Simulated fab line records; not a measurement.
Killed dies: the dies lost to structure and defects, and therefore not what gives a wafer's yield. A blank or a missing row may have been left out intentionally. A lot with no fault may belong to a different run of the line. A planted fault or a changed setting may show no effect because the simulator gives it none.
Chamber matching | flow gf180mcu | 4 sister chambers for GF_V3_CMP_26 on cmp-02
The step polishes, stops on SiO2, t overpolish 15 s, target thk 0 nm. 18 wafers are shown with their chamber, then 9 later ones without.

WAFERS PAIRED WITH THEIR CHAMBERS
wafer  | chamber | motorCurrentA (A) | timeToEndpointS (s) | overpolishRunS (s)
L302.1 | 1       | 9.3               | 83                  | 14.999
L302.4 | 2       | 12.6              | 83                  | 15.009
L302.6 | 3       | 12.0              | 86                  | 14.985
L304.2 | 2       | 14.0              | 81                  | 14.985
L304.3 | 3       | 12.3              | 89                  | 15.005
L304.5 | 1       | 9.3               | 87                  | 15.011
L307.2 | 3       | 12.5              | 87                  | 15.009
L307.5 | 0       | 12.5              | 86                  | 14.989
L307.6 | 1       | 9.2               | 91                  | 15.013
L312.1 | 1       | 9.3               | 76                  | 14.993
L312.3 | 3       | 11.8              | 84                  | 15.004
L312.6 | 0       | 13.0              | 81                  | 14.998
L316.1 | 3       | 12.0              | 84                  | 15.001
L316.3 | 1       | 9.1               | 83                  | 14.986
L316.4 | 0       | 11.9              | 79                  | 14.988
L320.1 | 3       | 12.2              | 85                  | 15.006
L320.5 | 2       | 13.3              | 78                  | 15.006
L320.6 | 3       | 12.3              | 88                  | 14.989

SIGNATURES (averages over the wafers above)
reading         | chamber 0 | chamber 1 | chamber 2 | chamber 3 | scatter within a chamber
motorCurrentA   | 12.467    | 9.240     | 13.300    | 12.157    | 0.374
timeToEndpointS | 82.00     | 84.00     | 80.67     | 86.14     | 3.64
overpolishRunS  | 14.99167  | 15.00040  | 15.00000  | 14.99986  | 0.0102
Rule: for a wafer and a chamber, the distance is found by dividing, reading by reading, the gap between the wafer's reading and the chamber's mean by the reading's scatter, squaring, summing and taking the root. The wafer belongs to the nearest chamber; if the next one is less than 2 further off, it can't be placed. The scatter: the root of (the sum of the squares of (reading less its chamber's mean) over the shown wafers, divided by (wafers less chambers)).

WAFERS WITH NO CHAMBER GIVEN
wafer  | motorCurrentA (A) | timeToEndpointS (s) | overpolishRunS (s)
L322.1 | 13.3              | 81                  | 15.010
L322.4 | 12.1              | 94                  | 14.991
L322.6 | 13.2              | 86                  | 15.003
L321.1 | 11.8              | 89                  | 14.998
L321.4 | 9.0               | 90                  | 15.013
L321.5 | 12.2              | 83                  | 14.989
L324.2 | 12.9              | 84                  | 15.005
L324.5 | 9.3               | 88                  | 14.995
L324.6 | 13.1              | 86                  | 14.991

EACH ONE'S CHAMBER
wafer  | from the rows above          | in truth
L322.1 | can't be placed: 2 or 0      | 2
L322.4 | can't be placed: 3 or 0      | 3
L322.6 | can't be placed: 2 or 0 or 3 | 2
L321.1 | can't be placed: 3 or 0      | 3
L321.4 | 1                            | 1
L321.5 | can't be placed: 0 or 3      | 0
L324.2 | can't be placed: 2 or 0 or 3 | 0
L324.5 | 1                            | 1
L324.6 | can't be placed: 2 or 0 or 3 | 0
Correctly placed: 2 of 9. Cannot be placed on the basis of these rows: 7; the candidates contain the true chamber in 7. Placed wrongly: 0.
